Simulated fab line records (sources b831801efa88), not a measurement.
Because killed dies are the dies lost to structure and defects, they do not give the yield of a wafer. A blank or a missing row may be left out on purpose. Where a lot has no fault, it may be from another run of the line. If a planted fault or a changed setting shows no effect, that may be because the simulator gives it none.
fab line records ; flow sfq_line
record lots=7; wafers=21; last_day=84
route steps=325 shown M5@208 A5B@209 R5@212
lots that met no fault: taken from a fault-free run of the same line
start_h: hours from the record's first day to the start of the lot's first wafer shown ; wait_h: hours since the lot's step before ; " unchanged from the row above ; L1.1+2: a row that stands for several wafers ; - no value, or no start was given ; * or withheld: withheld ; < > ~ a bound
route shown NAME@n: names a module that has steps shown in the file, with the first one's number in the route ; usual: average and standard deviation across the fault-free wafers ; same: alike in all rows ; chamber/n: place in a boat ; sites: readings site by site ; _std_site: how widely they spread, as a standard deviation ; _edge_site: the outer-site mean with the inner-site mean subtracted ; radius_mm: for every site, how far away it sits from the centre of the wafer ; mask NAME#n: copy n ; behind: the last tool/chamber to shape the wafer ; hold: the reason the lot was held/the length of the hold in hours/how it ended ; device: transistor that didn't switch, given as n, p or np ; end of line: at the end of the route, the tests of the same wafers ; a step with no rows: only its recipe ; killed: not the wafer's yield, but the dies lost to structure and defects at the first sort ; map: per-die view of a wafer (x killed, . not killed, _ where there is no die)
set.NAME: the setting the step ran with; set.NAME@STEP: the setting that earlier step ran with ; model.NAME: the simulator's own value behind a step, which no gauge read
lots at selected steps of the route; one table per step, one row per wafer
services: a tool's chamber out of use, with start hour (start_h, from the record's first day; less than 0 if before it), hours out, and reason
## steps
# step SFQ_TRILAYER_M5_STRIP_SOLV_CLEAN_128
# recipe chemistry=NMP; temp_c=70; time_s=600
# step SFQ_TRILAYER_A5B_DEP_PECVD_129
# recipe material=SiO2; temp_c=150; time_s=133.33; pressure_torr=2.4; rf_w=183.3; precursor=SiH4/N2O; target_thk_nm=600
# usual heater_power_w=94/25; rf_fwd_power_W=182.6/0.59; susceptor_temp_C=150.04/0.15; throttle_valve_pct=24.5/1.3
lot.wafer;tool;chamber;start_h;wait_h;heater_power_w;rf_fwd_power_W;susceptor_temp_C;throttle_valve_pct
L279.3;pecvd-01;2;1132.29;0.0;82;182.8;149.68;23.4
L279.5;pecvd-01;1;1132.29;0.0;82;183.1;149.77;23.6
L279.6;pecvd-01;2;1132.29;0.0;86;182.4;150.07;23.4
L290.1;pecvd-01;2;1266.11;0.0;89;182.5;150.03;23.5
L290.5;pecvd-01;0;1266.11;0.0;66;182.6;149.78;25.6
L290.6;pecvd-01;2;1266.11;0.0;89;182.0;150.06;23.4
L291.3;pecvd-01;0;1284.49;0.0;62;182.9;150.14;25.4
L291.4;pecvd-01;2;1284.49;0.0;88;182.6;150.01;23.2
L291.5;pecvd-01;1;1284.49;0.0;89;181.9;149.99;23.8
L292.3;pecvd-02;2;1285.81;0.0;86;183.6;150.08;26.3
L292.5;pecvd-02;0;1285.81;0.0;124;181.6;150.20;26.4
L292.6;pecvd-02;2;1285.81;0.0;93;183.6;150.21;26.3
L293.1;pecvd-03;0;1287.01;0.0;140;183.6;149.75;23.1
L293.2;pecvd-03;1;1287.01;0.0;71;182.1;150.03;24.1
L293.5;pecvd-03;0;1287.01;0.0;138;182.7;150.03;22.8
L299.1;pecvd-03;0;1391.08;0.0;136;183.0;150.06;23.6
L299.3;pecvd-03;1;1391.08;0.0;67;183.2;150.23;24.6
L299.6;pecvd-03;2;1391.08;0.0;82;183.1;150.09;25.7
L301.2;pecvd-01;0;1406.61;0.0;62;183.5;149.98;25.6
L301.3;pecvd-01;1;1406.61;0.0;89;182.4;150.09;23.7
L301.6;pecvd-01;0;1406.61;0.0;64;183.5;149.96;25.8
# step SFQ_TRILAYER_A5B_CMP_CMP_130
# recipe stop_on=Nb; down_force_psi=3; platen_rpm=60; target_thk_nm=340.7
# usual motor_current_A=10.2/1.1
lot.wafer;tool;chamber;start_h;wait_h;motor_current_A
L279.3;cmp-01;1;1141.10;8.8;9.5
L279.5;cmp-01;0;1142.60;10.2;11.4
L279.6;cmp-01;1;1142.60;10.2;9.3
L290.1;cmp-01;0;1267.20;1.0;11.7
L290.6;cmp-01;2;1268.20;2.0;8.6
L290.5;cmp-01;3;1268.20;2.0;9.6
L291.4;cmp-02;3;1284.58;0.0;10.4
L291.3;cmp-02;1;1285.58;1.0;10.8
L291.5;cmp-02;0;1287.08;2.5;10.7
L293.2;cmp-01;3;1288.70;1.6;10.0
L293.1;cmp-01;2;1290.20;3.1;8.8
L293.5;cmp-01;3;1290.20;3.1;9.7
L292.3;cmp-02;3;1289.08;3.2;10.8
L292.6;cmp-02;0;1289.08;3.2;10.3
L292.5;cmp-02;1;1289.08;3.2;10.4
L299.3;cmp-02;0;1400.90;9.8;10.4
L299.1;cmp-02;3;1402.40;11.3;9.8
L299.6;cmp-02;0;1402.40;11.3;10.9
L301.2;cmp-02;0;1412.90;6.2;9.8
L301.3;cmp-02;3;1414.40;7.7;10.6
L301.6;cmp-02;0;1414.40;7.7;10.4
# step SFQ_TRILAYER_A5B_METRO_MEASURE_131
# step SFQ_TRILAYER_R5_DEP_SPUTTER_132
# recipe material=Ti; base_pressure_pa=1.33e-06; target_thk_nm=5; power_w=2000; time_s=5; chamber_pressure_pa=0.4
# step SFQ_TRILAYER_R5_DEP_SPUTTER_133
# recipe material=MoNx; base_pressure_pa=1.33e-06; target_thk_nm=40; power_w=1000; time_s=66.7; chamber_pressure_pa=0.4
# usual chamber_pressure_pa=0.4000/0.00087; throttle_valve_pct=30.7/1
lot.wafer;tool;chamber;start_h;wait_h;chamber_pressure_pa;throttle_valve_pct
L279.3;pvd_sputter-06;-;1144.82;0.0;0.4009;30.5
L279.5;pvd_sputter-06;-;1144.82;0.0;0.4011;30.9
L279.6;pvd_sputter-06;-;1144.82;0.0;0.4018;29.0
L290.1;pvd_sputter-06;-;1270.42;0.0;0.3981;30.9
L290.5;pvd_sputter-06;-;1270.42;0.0;0.4007;29.8
L290.6;pvd_sputter-06;-;1270.42;0.0;0.4009;29.0
L291.3;pvd_sputter-03;-;1288.80;0.0;0.4013;29.9
L291.4;pvd_sputter-03;-;1288.80;0.0;0.4008;31.5
L291.5;pvd_sputter-03;-;1288.80;0.0;0.3999;30.7
L292.3;pvd_sputter-03;-;1291.80;0.0;0.4003;30.8
L292.5;pvd_sputter-03;-;1291.80;0.0;0.4000;29.9
L292.6;pvd_sputter-03;-;1291.80;0.0;0.4007;30.4
L293.1;pvd_sputter-04;-;1292.92;0.0;0.4010;33.1
L293.2;pvd_sputter-04;-;1292.92;0.0;0.4000;30.6
L293.5;pvd_sputter-04;-;1292.92;0.0;0.4010;30.0
L299.1;pvd_sputter-04;-;1405.12;0.0;0.3997;29.9
L299.3;pvd_sputter-04;-;1405.12;0.0;0.4007;30.5
L299.6;pvd_sputter-04;-;1405.12;0.0;0.3993;29.9
L301.2;pvd_sputter-03;-;1417.12;0.0;0.3995;30.8
L301.3;pvd_sputter-03;-;1417.12;0.0;0.3990;31.5
L301.6;pvd_sputter-03;-;1417.12;0.0;0.3997;29.8
# step SFQ_TRILAYER_R5_DEP_SPUTTER_134
# recipe material=Ti; base_pressure_pa=1.33e-06; target_thk_nm=5; power_w=2000; time_s=5; chamber_pressure_pa=0.4
# usual chamber_pressure_pa=0.4000/0.00083; throttle_valve_pct=30.6/1
lot.wafer;tool;chamber;start_h;wait_h;chamber_pressure_pa;throttle_valve_pct
L279.3;pvd_sputter-06;-;1144.87;0.0;0.4005;30.6
L279.5;pvd_sputter-06;-;1144.87;0.0;0.4004;31.0
L279.6;pvd_sputter-06;-;1144.87;0.0;0.4004;29.0
L290.1;pvd_sputter-06;-;1270.48;0.0;0.4005;30.7
L290.5;pvd_sputter-06;-;1270.48;0.0;0.3993;29.8
L290.6;pvd_sputter-06;-;1270.48;0.0;0.3990;29.1
L291.3;pvd_sputter-03;-;1288.85;0.0;0.4006;29.6
L291.4;pvd_sputter-03;-;1288.85;0.0;0.3997;31.4
L291.5;pvd_sputter-03;-;1288.85;0.0;0.4002;30.6
L292.3;pvd_sputter-03;-;1291.85;0.0;0.3999;30.6
L292.5;pvd_sputter-03;-;1291.85;0.0;0.3999;29.8
L292.6;pvd_sputter-03;-;1291.85;0.0;0.4008;30.5
L293.1;pvd_sputter-04;-;1292.97;0.0;0.3987;33.4
L293.2;pvd_sputter-04;-;1292.97;0.0;0.4002;30.6
L293.5;pvd_sputter-04;-;1292.97;0.0;0.4007;29.6
L299.1;pvd_sputter-04;-;1405.17;0.0;0.4006;30.0
L299.3;pvd_sputter-04;-;1405.17;0.0;0.4009;30.7
L299.6;pvd_sputter-04;-;1405.17;0.0;0.4007;29.8
L301.2;pvd_sputter-03;-;1417.17;0.0;0.4007;30.8
L301.3;pvd_sputter-03;-;1417.17;0.0;0.4010;31.7
L301.6;pvd_sputter-03;-;1417.17;0.0;0.4006;29.8
# step SFQ_R5_RS_MEAS_933
# recipe thk_meas_gauge=four-point-probe; reads=Ti_of_TRILAYER_R5_DEP_SPUTTER_134+MoNx_of_TRILAYER_R5_DEP_SPUTTER_133+Ti_of_TRILAYER_R5_DEP_SPUTTER_132
# usual R5_MONX_RS=7.07/0.07
lot.wafer;tool;chamber;start_h;wait_h;R5_MONX_RS[ohm/sq]
L279.3;film_metro-02;-;1144.93;0.0;6.94
L279.5;film_metro-02;-;1144.93;0.0;6.93
L279.6;film_metro-02;-;1144.93;0.0;7.00
L290.1;film_metro-04;-;1270.50;0.0;7.03
L290.5;film_metro-04;-;1270.50;0.0;7.09
L290.6;film_metro-04;-;1270.50;0.0;7.05
L291.3;film_metro-04;-;1288.91;0.0;7.02
L291.4;film_metro-04;-;1288.91;0.0;7.01
L291.5;film_metro-04;-;1288.91;0.0;7.02
L292.3;film_metro-03;-;1291.91;0.0;7.06
L292.5;film_metro-03;-;1291.91;0.0;7.09
L292.6;film_metro-03;-;1291.91;0.0;7.06
L293.1;film_metro-03;-;1292.99;0.0;7.00
L293.2;film_metro-03;-;1292.99;0.0;7.07
L293.5;film_metro-03;-;1292.99;0.0;7.04
L299.1;film_metro-04;-;1405.19;0.0;6.97
L299.3;film_metro-04;-;1405.19;0.0;6.95
L299.6;film_metro-04;-;1405.19;0.0;6.99
L301.2;film_metro-04;-;1417.21;0.0;7.03
L301.3;film_metro-04;-;1417.21;0.0;7.07
L301.6;film_metro-04;-;1417.21;0.0;7.12
# step SFQ_R5_THK_MEAS_934
# recipe thk_meas_gauge=xrf; reads=MoNx_of_TRILAYER_R5_DEP_SPUTTER_133
# usual R5_MONX_THK=39.7/0.46
lot.wafer;tool;chamber;start_h;wait_h;R5_MONX_THK[nm]
L279.3;film_metro-02;-;1145.03;0.1;39.9
L279.5;film_metro-02;-;1145.03;0.1;40.3
L279.6;film_metro-02;-;1145.03;0.1;39.9
L290.1;film_metro-04;-;1270.62;0.1;39.6
L290.5;film_metro-04;-;1270.62;0.1;39.3
L290.6;film_metro-04;-;1270.62;0.1;39.3
L291.3;film_metro-04;-;1289.01;0.1;39.9
L291.4;film_metro-04;-;1289.01;0.1;39.6
L291.5;film_metro-04;-;1289.01;0.1;39.8
L292.3;film_metro-03;-;1292.01;0.1;40.2
L292.5;film_metro-03;-;1292.01;0.1;40.1
L292.6;film_metro-03;-;1292.01;0.1;40.2
L293.1;film_metro-03;-;1293.11;0.1;40.3
L293.2;film_metro-03;-;1293.11;0.1;40.2
L293.5;film_metro-03;-;1293.11;0.1;40.4
L299.1;film_metro-04;-;1405.31;0.1;40.6
L299.3;film_metro-04;-;1405.31;0.1;40.5
L299.6;film_metro-04;-;1405.31;0.1;40.3
L301.2;film_metro-04;-;1417.32;0.1;40.0
L301.3;film_metro-04;-;1417.32;0.1;39.5
L301.6;film_metro-04;-;1417.32;0.1;39.4
# step SFQ_TRILAYER_R5_LITHO_COAT_141
# recipe resist=BARC; spin_rpm=3000; resist_thk_nm=62
# step SFQ_TRILAYER_R5_LITHO_COAT_136
# recipe resist=KrF; spin_rpm=3000; resist_thk_nm=600
# step SFQ_TRILAYER_R5_LITHO_SOFTBAKE_140
# recipe temp_c=withheld; time_s=withheld; resist=KrF
# step SFQ_TRILAYER_R5_LITHO_EXPOSE_137
# recipe mask_id=R5; na=0.6; source_shape=conventional; sigma_outer=0.65; target_cd_nm=500; dose_mj=14.4
lot.wafer;tool;chamber;start_h;wait_h;mask;model.R5.overlay_x_nm
L279.3+5+6;krf_scanner-01;0;1284.72;-;R5#0;-3.895
L290.1+5+6;krf_scanner-02;0;1402.69;-;R5#0;-6.546
L291.3+4+5;krf_scanner-02;0;1417.49;-;R5#0;56.72
L292.3+5+6;krf_scanner-02;0;1421.09;-;R5#0;44.09
L293.1+2+5;krf_scanner-02;0;1424.29;-;R5#0;41.76
L299.1+3+6;krf_scanner-01;0;1520.09;-;R5#0;-6.922
L301.2+3+6;krf_scanner-01;0;1533.49;-;R5#0;1.119
# step SFQ_TRILAYER_R5_LITHO_PEB_139
# recipe peb_temp_c=115; peb_time_s=60; resist=KrF
# step SFQ_TRILAYER_R5_LITHO_DEVELOP_138
# recipe time_s=60; resist=KrF
# step SFQ_R5_OVL_MEAS_935
# usual R5_OVL=-2/5.5
lot.wafer;tool;chamber;start_h;wait_h;R5_OVL[nm]
L279.3;overlay-01;-;1285.84;0.1;-4
L279.5;overlay-01;-;1285.84;0.1;-10
L279.6;overlay-01;-;1285.84;0.1;2
L290.1;overlay-01;-;1404.19;0.1;-8
L290.5;overlay-01;-;1404.19;0.1;-8
L290.6;overlay-01;-;1404.19;0.1;-2
L291.3;overlay-01;-;1418.60;0.1;47
L291.4;overlay-01;-;1418.60;0.1;57
L291.5;overlay-01;-;1418.60;0.1;59
L292.3;overlay-01;-;1422.20;0.1;42
L292.5;overlay-01;-;1422.20;0.1;37
L292.6;overlay-01;-;1422.20;0.1;48
L293.1;overlay-02;-;1425.79;0.1;44
L293.2;overlay-02;-;1425.79;0.1;44
L293.5;overlay-02;-;1425.79;0.1;42
L299.1;overlay-02;-;1521.59;0.1;-7
L299.3;overlay-02;-;1521.59;0.1;-13
L299.6;overlay-02;-;1521.59;0.1;-5
L301.2;overlay-02;-;1534.80;0.1;0
L301.3;overlay-02;-;1534.80;0.1;-4
L301.6;overlay-02;-;1534.80;0.1;2
# step SFQ_TRILAYER_R5_BARC_OPEN_METAL_ETCH_177
# recipe mask_material=PR; chemistry=O2; target_depth_nm=125; target=BARC; icp_w=600; bias_w=80; pressure_mtorr=10; time_s=41.7
# usual drypump_motor_current_A=5.6/0.45; oes_product_au=0.685/0.0048; rf_fwd_power_W=594.6/2.2
lot.wafer;tool;chamber;start_h;wait_h;drypump_motor_current_A;oes_product_au;rf_fwd_power_W;rf_hours_counter_h
L279.3;rie_metal-04;1;1285.88;0.0;5.6;0.690;595.0;-
L279.5;rie_metal-04;1;1285.88;0.0;5.7;0.682;595.5;-
L279.6;rie_metal-04;0;1285.88;0.0;6.1;0.690;591.7;-
L290.1;rie_metal-02;1;1404.23;0.0;5.4;0.687;598.8;23
L290.5;rie_metal-02;0;1404.23;0.0;4.7;0.686;594.4;-
L290.6;rie_metal-02;1;1404.23;0.0;5.4;0.685;597.9;-
L291.3;rie_metal-04;1;1418.65;0.0;5.7;0.680;593.9;-
L291.4;rie_metal-04;0;1418.65;0.0;6.1;0.681;591.2;-
L291.5;rie_metal-04;1;1418.65;0.0;5.6;0.673;591.9;-
L292.3;rie_metal-04;0;1422.25;0.0;6.1;0.679;593.9;-
L292.5;rie_metal-04;1;1422.25;0.0;5.7;0.690;595.1;-
L292.6;rie_metal-04;0;1422.25;0.0;6.1;0.685;592.8;-
L293.1;rie_metal-02;1;1425.83;0.0;5.4;0.679;597.3;27
L293.2;rie_metal-02;0;1425.83;0.0;4.7;0.681;589.3;23
L293.5;rie_metal-02;1;1425.83;0.0;5.4;0.685;598.0;-
L299.1;rie_metal-02;0;1521.63;0.0;4.7;0.682;595.6;40
L299.3;rie_metal-02;1;1521.63;0.0;5.4;0.680;598.5;-
L299.6;rie_metal-02;0;1521.63;0.0;4.7;0.685;593.9;-
L301.2;rie_metal-04;0;1534.83;0.0;6.1;0.681;594.2;62
L301.3;rie_metal-04;1;1534.83;0.0;5.6;0.676;592.7;-
L301.6;rie_metal-04;1;1534.83;0.0;5.6;0.680;595.9;-
## services
tool;chamber;start_h;hours;kind
pecvd-01;-;1115.94;6.0;pm
rie_metal-04;0;1137.44;3.5;repair
pvd_sputter-03;-;1141.91;3.3;repair
krf_scanner-02;-;1181.32;1.0;pm
krf_scanner-02;-;1182.38;1.3;pm
krf_scanner-02;-;1187.86;3.6;pm
cmp-02;-;1189.10;0.5;repair
pvd_sputter-06;-;1202.49;3.1;repair
krf_scanner-02;-;1205.59;1.1;repair
cmp-02;-;1206.67;5.7;pm
pvd_sputter-04;-;1222.45;7.2;repair
krf_scanner-02;-;1227.81;2.7;repair
krf_scanner-02;-;1239.78;9.0;repair
cmp-02;-;1253.65;4.0;pm
krf_scanner-02;-;1265.95;0.8;pm
krf_scanner-02;-;1274.60;4.4;pm
pvd_sputter-06;-;1287.39;3.5;repair
cmp-02;-;1307.89;10.9;pm
krf_scanner-02;-;1333.13;2.9;repair
cmp-02;-;1345.10;6.8;pm
krf_scanner-02;-;1346.57;1.0;pm
krf_scanner-02;-;1358.88;1.3;pm
pvd_sputter-03;-;1468.93;1.2;repair
pvd_sputter-03;-;1524.42;3.5;repair
## key
first_sign step=SFQ_R5_OVL_MEAS_935; reading=R5_OVL; direction=up; sigmas=8.8; usual=-2; struck=47
effect none on later readings
model_effect step=SFQ_TRILAYER_R5_LITHO_EXPOSE_137; value=R5.overlay_x_nm; without=2.892; struck=47.52
met_at SFQ_TRILAYER_R5_LITHO_EXPOSE_137
struck_wafers L291.3,L291.4,L291.5,L292.3,L292.5,L292.6,L293.1,L293.2,L293.5
onset_between 1402.69 1417.49
fault kind=scanner_matching_overlay; tool=krf_scanner-02; chamber=-; onset_h=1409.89; steps=SFQ_TRILAYER_R5_LITHO_EXPOSE_137; offset=44.631
